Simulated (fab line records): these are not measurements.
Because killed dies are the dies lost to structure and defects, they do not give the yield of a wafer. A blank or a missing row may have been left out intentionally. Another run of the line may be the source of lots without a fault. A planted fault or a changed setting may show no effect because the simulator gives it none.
What tool caused it? / flow gf180mcu / 12 lots with 36 wafers sampled at 5 steps, on a route of 602 steps

== WHAT THE GAUGES READ, wafer by wafer ==
GF_HV_LDD_THK_MEAS_55. Usual: HV_LDD_CVD_54_THK 9.99 nm, standard deviation 0.11.
lot=L287; measured=day 12 06:48; on=film_metro-03; HV_LDD_CVD_54_THK (nm)=10.04 10.05 10.16; flag=
lot=L288; measured=day 12 23:04; on=film_metro-02; HV_LDD_CVD_54_THK (nm)=9.96 9.96 9.91; flag=
lot=L289; measured=day 13 04:24; on=film_metro-03; HV_LDD_CVD_54_THK (nm)=9.73 9.96 9.81; flag=
lot=L290; measured=day 13 13:18; on=film_metro-03; HV_LDD_CVD_54_THK (nm)=10.01 9.96 10.08; flag=
lot=L291; measured=day 13 22:07; on=film_metro-02; HV_LDD_CVD_54_THK (nm)=9.98 10.13 9.86; flag=
lot=L293; measured=day 14 08:41; on=film_metro-01; HV_LDD_CVD_54_THK (nm)=9.91 9.97 9.92; flag=
lot=L294; measured=day 14 20:31; on=film_metro-03; HV_LDD_CVD_54_THK (nm)=10.18 10.04 10.15; flag=
lot=L296; measured=day 15 08:13; on=film_metro-03; HV_LDD_CVD_54_THK (nm)=10.04 9.92 10.09; flag=
lot=L297; measured=day 15 17:41; on=film_metro-02; HV_LDD_CVD_54_THK (nm)=10.14 10.18 10.17; flag=
lot=L299; measured=day 16 10:18; on=film_metro-03; HV_LDD_CVD_54_THK (nm)=10.16 10.03 10.07; flag=
lot=L301; measured=day 17 03:03; on=film_metro-03; HV_LDD_CVD_54_THK (nm)=6.34 6.39 6.39 6.38 6.42 6.38; flag=OFF
lot=L304; measured=day 18 05:07; on=film_metro-01; HV_LDD_CVD_54_THK (nm)=9.89 9.95 9.83; flag=

GF_M1_RS_MEAS_05: measures by four-point-probe. Usual: M1_ALCU_RS 0.0692 ohm/sq, standard deviation 0.00076.
lot=L287; measured=day 15 23:29; on=film_metro-04; M1_ALCU_RS (ohm/sq)=0.0681 0.0684 0.0683; flag=
lot=L288; measured=day 17 01:16; on=film_metro-04; M1_ALCU_RS (ohm/sq)=0.0697 0.0698 0.0701; flag=
lot=L289; measured=day 16 23:58; on=film_metro-04; M1_ALCU_RS (ohm/sq)=0.0688 0.0688 0.0694; flag=
lot=L290; measured=day 17 09:43; on=film_metro-03; M1_ALCU_RS (ohm/sq)=0.0693 0.0702 0.0694; flag=
lot=L291; measured=day 17 19:19; on=film_metro-01; M1_ALCU_RS (ohm/sq)=0.0691 0.0686 0.0679; flag=
lot=L293; measured=day 18 05:46; on=film_metro-04; M1_ALCU_RS (ohm/sq)=0.0690 0.0701 0.0698; flag=
lot=L294; measured=day 18 21:40; on=film_metro-04; M1_ALCU_RS (ohm/sq)=0.0680 0.0689 0.0685; flag=
lot=L296; measured=day 19 11:31; on=film_metro-01; M1_ALCU_RS (ohm/sq)=0.0689 0.0690 0.0685; flag=
lot=L297; measured=day 19 19:13; on=film_metro-03; M1_ALCU_RS (ohm/sq)=0.0695 0.0693 0.0698; flag=
lot=L299; measured=day 20 14:41; on=film_metro-04; M1_ALCU_RS (ohm/sq)=0.0700 0.0701 0.0698; flag=
lot=L301; measured=day 21 07:28; on=film_metro-03; M1_ALCU_RS (ohm/sq)=0.0695 0.0691 0.0688; flag=
lot=L304; measured=day 22 10:07; on=film_metro-03; M1_ALCU_RS (ohm/sq)=0.0707 0.0703 0.0701; flag=

== WHAT TOOL EACH LOT RAN ON (gives the tool, then ch and the chambers of the sampled wafers, and finally the start) ==
lot=L287; GF_DNWELL_STRIP_08=plasma_asher-03 ch 0,1, day 2 17:46; GF_HV_LDD_CVD_54=lpcvd-01 ch 0, day 12 05:16; GF_PSD_RTA_13=rtp_anneal-02 ch 0, day 14 01:55
lot=L288; GF_DNWELL_STRIP_08=plasma_asher-03 ch 0,1, day 3 02:09; GF_HV_LDD_CVD_54=lpcvd-02 ch 1, day 12 22:01; GF_PSD_RTA_13=rtp_anneal-02 ch 0, day 15 01:27
lot=L289; GF_DNWELL_STRIP_08=plasma_asher-01 ch 0,1, day 3 06:29; GF_HV_LDD_CVD_54=lpcvd-01 ch 0, day 13 03:22; GF_PSD_RTA_13=rtp_anneal-01 ch 0, day 15 00:22
lot=L290; GF_DNWELL_STRIP_08=plasma_asher-03 ch 0,1, day 3 10:11; GF_HV_LDD_CVD_54=lpcvd-01 ch 0, day 13 12:16; GF_PSD_RTA_13=rtp_anneal-02 ch 0, day 15 09:22
lot=L291; GF_DNWELL_STRIP_08=plasma_asher-01 ch 0,1, day 3 15:33; GF_HV_LDD_CVD_54=lpcvd-01 ch 0, day 13 21:05; GF_PSD_RTA_13=rtp_anneal-02 ch 0, day 15 19:02
lot=L293; GF_DNWELL_STRIP_08=plasma_asher-01 ch 0,1, day 4 03:23; GF_HV_LDD_CVD_54=lpcvd-02 ch 0, day 14 07:39; GF_PSD_RTA_13=rtp_anneal-02 ch 0, day 16 04:38
lot=L294; GF_DNWELL_STRIP_08=plasma_asher-03 ch 0,1, day 4 07:41; GF_HV_LDD_CVD_54=lpcvd-02 ch 1, day 14 19:30; GF_PSD_RTA_13=rtp_anneal-01 ch 0, day 16 18:59
lot=L296; GF_DNWELL_STRIP_08=plasma_asher-03 ch 0,1, day 4 19:33; GF_HV_LDD_CVD_54=lpcvd-01 ch 1, day 15 07:11; GF_PSD_RTA_13=rtp_anneal-02 ch 0, day 17 07:47
lot=L297; GF_DNWELL_STRIP_08=plasma_asher-01 ch 0,1, day 4 23:31; GF_HV_LDD_CVD_54=lpcvd-01 ch 0, day 15 16:40; GF_PSD_RTA_13=rtp_anneal-02 ch 0, day 17 16:34
lot=L299; GF_DNWELL_STRIP_08=plasma_asher-02 ch 0,1, day 5 11:41; GF_HV_LDD_CVD_54=lpcvd-02 ch 0, day 16 09:17; GF_PSD_RTA_13=rtp_anneal-02 ch 0, day 18 11:37
lot=L301; GF_DNWELL_STRIP_08=plasma_asher-03 ch 0,1, day 5 19:30; GF_HV_LDD_CVD_54=lpcvd-02 ch 0, day 17 02:00; GF_PSD_RTA_13=rtp_anneal-02 ch 0, day 19 03:45
lot=L304; GF_DNWELL_STRIP_08=plasma_asher-01 ch 0,1, day 6 13:04; GF_HV_LDD_CVD_54=lpcvd-01 ch 0, day 18 04:05; GF_PSD_RTA_13=rtp_anneal-01 ch 0, day 20 07:05
- GF_DNWELL_STRIP_08: strips in O2/N2.
- GF_HV_LDD_CVD_54: deposits SiO2 from TEOS, target thk 10 nm, time 75 s.
- GF_PSD_RTA_13: time 20 s.

== AS READ BY THE TOOLS THEMSELVES (means over the sampled wafers that have a number; for cases with no such wafer, the mark the record gives instead) ==
GF_DNWELL_STRIP_08. Usual: drypump_motor_current_A 5.4 A, standard deviation 0.31; heater_power_w 359 W, standard deviation 56; oes_product_au 0.722 a.u., standard deviation 0.0045; strip_time_to_endpoint_s 37.00 s, standard deviation 0.1.
lot=L287; tool=plasma_asher-03; drypump_motor_current_A (A)=5.0; heater_power_w (W)=346; oes_product_au (a.u.)=0.725; strip_time_to_endpoint_s (s)=37.14; flag=
lot=L288; tool=plasma_asher-03; drypump_motor_current_A (A)=5.0; heater_power_w (W)=349; oes_product_au (a.u.)=0.721; strip_time_to_endpoint_s (s)=36.81; flag=
lot=L289; tool=plasma_asher-01; drypump_motor_current_A (A)=5.7; heater_power_w (W)=380; oes_product_au (a.u.)=0.721; strip_time_to_endpoint_s (s)=36.94; flag=
lot=L290; tool=plasma_asher-03; drypump_motor_current_A (A)=4.9; heater_power_w (W)=366; oes_product_au (a.u.)=0.719; strip_time_to_endpoint_s (s)=37.14; flag=
lot=L291; tool=plasma_asher-01; drypump_motor_current_A (A)=5.7; heater_power_w (W)=332; oes_product_au (a.u.)=0.725; strip_time_to_endpoint_s (s)=37.10; flag=
lot=L293; tool=plasma_asher-01; drypump_motor_current_A (A)=5.7; heater_power_w (W)=334; oes_product_au (a.u.)=0.727; strip_time_to_endpoint_s (s)=36.96; flag=
lot=L294; tool=plasma_asher-03; drypump_motor_current_A (A)=5.0; heater_power_w (W)=344; oes_product_au (a.u.)=0.724; strip_time_to_endpoint_s (s)=36.88; flag=
lot=L296; tool=plasma_asher-03; drypump_motor_current_A (A)=5.0; heater_power_w (W)=346; oes_product_au (a.u.)=0.721; strip_time_to_endpoint_s (s)=37.13; flag=
lot=L297; tool=plasma_asher-01; drypump_motor_current_A (A)=5.7; heater_power_w (W)=333; oes_product_au (a.u.)=0.726; strip_time_to_endpoint_s (s)=36.95; flag=
lot=L299; tool=plasma_asher-02; drypump_motor_current_A (A)=5.5; heater_power_w (W)=348; oes_product_au (a.u.)=0.729; strip_time_to_endpoint_s (s)=36.96; flag=
lot=L301; tool=plasma_asher-03; drypump_motor_current_A (A)=5.0; heater_power_w (W)=348; oes_product_au (a.u.)=0.726; strip_time_to_endpoint_s (s)=37.09; flag=
lot=L304; tool=plasma_asher-01; drypump_motor_current_A (A)=5.7; heater_power_w (W)=332; oes_product_au (a.u.)=0.728; strip_time_to_endpoint_s (s)=37.01; flag=

GF_HV_LDD_CVD_54. Usual: pressure_mtorr 400.0 mTorr, standard deviation 0.87; spike_tc_lower_C 679.6 C, standard deviation 1.1.
lot=L287; tool=lpcvd-01; pressure_mtorr (mTorr)=400.2; spike_tc_lower_C (C)=678.4; flag=
lot=L288; tool=lpcvd-02; pressure_mtorr (mTorr)=399.2; spike_tc_lower_C (C)=680.8; flag=
lot=L289; tool=lpcvd-01; pressure_mtorr (mTorr)=400.3; spike_tc_lower_C (C)=679.4; flag=
lot=L290; tool=lpcvd-01; pressure_mtorr (mTorr)=398.8; spike_tc_lower_C (C)=679.3; flag=
lot=L291; tool=lpcvd-01; pressure_mtorr (mTorr)=399.6; spike_tc_lower_C (C)=678.8; flag=
lot=L293; tool=lpcvd-02; pressure_mtorr (mTorr)=398.9; spike_tc_lower_C (C)=680.0; flag=
lot=L294; tool=lpcvd-02; pressure_mtorr (mTorr)=400.3; spike_tc_lower_C (C)=680.0; flag=
lot=L296; tool=lpcvd-01; pressure_mtorr (mTorr)=399.7; spike_tc_lower_C (C)=679.4; flag=
lot=L297; tool=lpcvd-01; pressure_mtorr (mTorr)=399.3; spike_tc_lower_C (C)=678.9; flag=
lot=L299; tool=lpcvd-02; pressure_mtorr (mTorr)=399.3; spike_tc_lower_C (C)=679.6; flag=
lot=L301; tool=lpcvd-02; pressure_mtorr (mTorr)=400.6; spike_tc_lower_C (C)=679.1; flag=
lot=L304; tool=lpcvd-01; pressure_mtorr (mTorr)=400.1; spike_tc_lower_C (C)=679.6; flag=

GF_PSD_RTA_13. Usual: lamp_power_pct 39.2 %, standard deviation 2.8; wafer_temp_C_max 1029.8, standard deviation 2.1.
lot=L287; tool=rtp_anneal-02; lamp_power_pct (%)=36.2; wafer_temp_C_max=1027.3; flag=
lot=L288; tool=rtp_anneal-02; lamp_power_pct (%)=36.2; wafer_temp_C_max=1027.2; flag=
lot=L289; tool=rtp_anneal-01; lamp_power_pct (%)=41.8; wafer_temp_C_max=1031.8; flag=
lot=L290; tool=rtp_anneal-02; lamp_power_pct (%)=36.2; wafer_temp_C_max=1027.6; flag=
lot=L291; tool=rtp_anneal-02; lamp_power_pct (%)=36.2; wafer_temp_C_max=1027.3; flag=
lot=L293; tool=rtp_anneal-02; lamp_power_pct (%)=36.2; wafer_temp_C_max=1027.9; flag=
lot=L294; tool=rtp_anneal-01; lamp_power_pct (%)=41.8; wafer_temp_C_max=1031.5; flag=
lot=L296; tool=rtp_anneal-02; lamp_power_pct (%)=36.2; wafer_temp_C_max=1028.4; flag=
lot=L297; tool=rtp_anneal-02; lamp_power_pct (%)=36.2; wafer_temp_C_max=1027.8; flag=
lot=L299; tool=rtp_anneal-02; lamp_power_pct (%)=36.2; wafer_temp_C_max=1027.7; flag=
lot=L301; tool=rtp_anneal-02; lamp_power_pct (%)=36.2; wafer_temp_C_max=1028.4; flag=
lot=L304; tool=rtp_anneal-01; lamp_power_pct (%)=41.8; wafer_temp_C_max=1031.3; flag=

== THE ANSWER, worked out from the rows above alone ==
Rule: a lot is off if the mean of its wafers that have a number lies more than 3 standard deviations from the usual mean. A lot without any number at a reading at which 4 lots or more have one is off too. Any other lot the step has rows for is counted as sound. After the gauges, taken in route order, come the tools' own readings; for these a lot's mean is taken, as printed above. At the first step where some lot is off, the reading lying furthest off is the one used; lots without a number count as furthest.
Off: at GF_HV_LDD_THK_MEAS_55 (HV_LDD_CVD_54_THK), L301.
A tool fits if, at a process step before that reading, it ran every lot that is off, and no sound lot after the first of them. Those tools and the gauges at GF_HV_LDD_THK_MEAS_55 are tried in the same way. Can't be told from this: 3 tools fit, plasma_asher-03 at GF_DNWELL_STRIP_08, lpcvd-02 at GF_HV_LDD_CVD_54, film_metro-03 at GF_HV_LDD_THK_MEAS_55.

== WHAT THE SIMULATOR HAD PUT IN ==
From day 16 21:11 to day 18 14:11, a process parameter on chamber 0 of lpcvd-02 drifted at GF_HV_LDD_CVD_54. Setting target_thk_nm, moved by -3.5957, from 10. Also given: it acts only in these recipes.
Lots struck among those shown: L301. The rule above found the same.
